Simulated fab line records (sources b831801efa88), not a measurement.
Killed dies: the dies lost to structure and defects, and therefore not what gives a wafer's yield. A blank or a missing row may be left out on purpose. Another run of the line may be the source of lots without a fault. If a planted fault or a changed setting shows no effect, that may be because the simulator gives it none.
A lot that was struck, set against a sound lot | flow sky130 | 16 steps out of a route of 708
Sound: these wafers, L990.3, L990.4, L990.5. Wafers struck: L107.1, L107.3, L107.4. At the end, the cause is stated.
Per side, at each step with rows, come the tool, then ch with its chambers, and then its first start. Under that, the readings that differ: sound wafers | struck wafers | difference of the means | sigmas: that difference in standard deviations of wafers without a fault.
alike: readings with means less than 2 such deviations apart, plus words and numbers identical on both sides. not compared: withheld readings, readings lacking a value on some wafer, bounds such as >300 that could conceal the same value, and numbers that have no deviation in the record and whose values overlap.
A row with sigmas, a row that says differs or no value, or rows on one side alone: a step with any of these is where the two part. When numbers do not overlap yet have no deviation, they are printed without sigmas and do not part them. Lack of a reading on every wafer of one side parts them only where that side has two or more wafers.

SKY_NWELL_RS_MEAS_29: measures by four-point-probe.
  sound on filmMetro-04 at day 6 14:41; struck on filmMetro-04 at day 10 11:14
  alike: NWELL_RS
SKY_NWELL_RS_MEAS_31: measures by four-point-probe.
  sound on filmMetro-04 at day 6 14:56; struck on filmMetro-04 at day 10 11:28
  alike: PWDE_RS
then, 7 steps without rows for these wafers: SKY_VT_ADJUST_HVTP_DEHYDRATE_00 (time 60 s); SKY_VT_ADJUST_HVTP_HMDS_01 (prime time 60 s); SKY_VT_ADJUST_HVTP_COAT_02 (resist thk 1140 nm); SKY_VT_ADJUST_HVTP_SOFTBAKE_03 (time 60 s); SKY_VT_ADJUST_HVTP_EXPOSE_04 (exposes mask HVTPM, target cd 380 nm); SKY_VT_ADJUST_HVTP_PEB_05; SKY_VT_ADJUST_HVTP_DEVELOP_06 (develop time 60 s).
SKY_VT_ADJUST_HVTP_CD_MEAS_07 targets a cd of 380 nm.
  sound on cdSem-02 at day 7 10:53; struck on cdSem-01 at day 11 10:23
  alike: cdNm
SKY_VT_ADJUST_HVTP_OVL_MEAS_08:
  sound on overlay-01 at day 7 10:58; struck on overlay-01 at day 11 10:31
  alike: VT_ADJUST_HVTP_OVL
SKY_VT_ADJUST_HVTP_IMPLANT_09:
  sound on implanter-02 ch 0, day 7 11:02; struck on implanter-02 ch 0, day 11 10:32
reading                  | sound                | struck               | difference | sigmas
beamEnergyKeV            | 149.90 149.95 149.97 | 169.36 169.29 169.37 | +19.40     | +99 or more
model.implant.rpNm (nm)  | 82.95 82.95 82.95    | 95.86 95.86 95.86    | +12.91     | 
model.implant.drpNm (nm) | 33.4 33.4 33.4       | 36.91 36.91 36.91    | +3.51      | 
  alike: faradayCurrentUA
SKY_VT_ADJUST_HVTP_STRIP_10: strips in O2/N2.
  sound on plasmaAsher-02 ch 0,1, day 7 11:11; struck on plasmaAsher-02 ch 0,1, day 11 10:41
  alike: drypumpMotorCurrentA, oesProductAu, stripTimeToEndpointS
  not compared: rfHoursCounterH
SKY_VT_ADJUST_HVTP_TW_MEAS_11:
  sound on filmMetro-03 at day 7 11:16; struck on filmMetro-03 at day 11 10:47
reading           | sound          | struck         | difference | sigmas
VT_ADJUST_HVTP_TW | 1368 1359 1364 | 1417 1408 1407 | +47        | +4
then, 1 step without rows for these wafers: SKY_VT_ADJUST_LVTN_DEHYDRATE_00 (time 60 s).
-- record jumps: 39 days separate the struck wafers' starts on either side; left off in module VT_ADJUST_LVTN, taken up again in module PAD_OPEN, whose first shown step is the route's number 708 --
SKY_PAD_OPEN_PROBE_99:
  sound on prober-02 at day 47 02:22; struck on prober-02 at day 50 11:56
reading                               | sound                | struck               | difference | sigmas
model.etest.tipP.rsOhmSq              | 6933 6914 6960       | 6406 6424 6424       | -518       | 
model.etest.pfet_01v8.rOnOhmUm        | 2928 2971 2864       | 2637 2688 2656       | -261       | 
model.etest.pfet_01v8.driveUaUm       | 187.3 187.3 194.6    | 214.1 216.6 216      | +25.8      | 
model.etest.pfet_01v8_mvt.driveUaUm   | 149.6 148.1 153.5    | 173.2 172.7 173.2    | +22.6      | 
model.etest.pfet_01v8_hvt.driveUaUm   | 140.7 138.2 144.7    | 160 162.2 160.5      | +20        | 
model.etest.sramPfetLatch.driveUaUm   | 137.4 140.9 142.8    | 164.1 164.5 159      | +22.2      | 
model.etest.pfet_01v8_mvt.offLog10AUm | -10.88 -10.75 -10.77 | -8.787 -8.877 -8.926 | +1.937     | 
model.etest.pfet_01v8.offLog10AUm     | -9.851 -10.09 -9.87  | -8.366 -8.47 -8.398  | +1.526     | 
  alike: killed_at_M0_to_M3, killed_at_M4_up, killedAtContacts, killedAtFrontEnd, killedAtOther, killedDies, killedOnRim, killedOpen, killedShort

== WHERE THEY PART ==
First at SKY_VT_ADJUST_HVTP_IMPLANT_09; last, within this record, at SKY_VT_ADJUST_HVTP_TW_MEAS_11. Later steps at which nothing parts them and some readings are alike: SKY_PAD_OPEN_PROBE_99.

WHY: the cause the simulator had injected
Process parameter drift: implanter-02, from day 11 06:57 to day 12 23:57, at SKY_VT_ADJUST_HVTP_IMPLANT_09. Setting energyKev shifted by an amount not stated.
